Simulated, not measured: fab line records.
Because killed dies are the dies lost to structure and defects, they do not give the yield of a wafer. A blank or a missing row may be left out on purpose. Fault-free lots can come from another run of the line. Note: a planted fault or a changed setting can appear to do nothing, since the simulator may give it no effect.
Which of the tools did it? + flow sfqLine + 21 wafers from 7 lots sampled at 2 of the route's 325 steps

WHAT THE GAUGES READ, wafer by wafer
SFQ_L0_RS_MEAS_901: a four-point-probe measurement.
| lot  | measured    | on           | L0_MONX_KI_RS (ohm/sq) |
|------|-------------|--------------|------------------------|
| L795 | day 1 17:36 | filmMetro-02 | 43.2 43.2 43.0         |
| L797 | day 2 03:48 | filmMetro-02 | 21.5 21.4 21.6         |
| L802 | day 3 04:35 | filmMetro-03 | 42.8 43.0 43.2         |
| L809 | day 4 15:36 | filmMetro-03 | 44.1 43.9 44.2         |
| L812 | day 5 06:35 | filmMetro-02 | 43.0 43.1 43.2         |
| L814 | day 5 16:34 | filmMetro-02 | 42.6 43.2 43.0         |
| L817 | day 6 07:34 | filmMetro-04 | 43.0 43.5 43.5         |

EACH LOT AND THE TOOL THAT RAN IT (in order: tool; ch and the chambers of the sampled wafers; start)
| lot  | SFQ_TRILAYER_L0_DEP_SPUTTER_003 |
|------|---------------------------------|
| L795 | pvdSputter-04, day 1 17:29      |
| L797 | pvdSputter-03, day 2 03:29      |
| L802 | pvdSputter-04, day 3 04:29      |
| L809 | pvdSputter-05, day 4 15:29      |
| L812 | pvdSputter-04, day 5 06:29      |
| L814 | pvdSputter-03, day 5 16:29      |
| L817 | pvdSputter-05, day 6 07:29      |
- SFQ_TRILAYER_L0_DEP_SPUTTER_003: material MoNx KI, target thk 40 nm, time 100 s.

THE ANSWER, worked out from the rows above alone
Rule: the lots themselves supply what counts as usual. Put in order of their means at a reading, lots are off if they are a third of the lots or fewer, leave a main group of 4 or more, and stand apart from it by a gap of 3 or more times the standard deviation of the main group's means; of several such gaps the widest counts. A main group whose means are all the same, to the digits that the tables above print for the reading, isn't used. A lot without any number at a reading at which 4 lots or more have one is off too. The other lots that the step has rows for count as sound.
Off: at SFQ_L0_RS_MEAS_901 (L0_MONX_KI_RS), L797. Main group: mean 43.3 ohm/sq, sd 0.38.
A tool fits if, at a process step before that reading, it ran every lot that is off, and no sound lot after the first of them. Those tools and the gauges at SFQ_L0_RS_MEAS_901 are tried in the same way. No candidate that was tried fits.

WHAT THE SIMULATOR PUT IN
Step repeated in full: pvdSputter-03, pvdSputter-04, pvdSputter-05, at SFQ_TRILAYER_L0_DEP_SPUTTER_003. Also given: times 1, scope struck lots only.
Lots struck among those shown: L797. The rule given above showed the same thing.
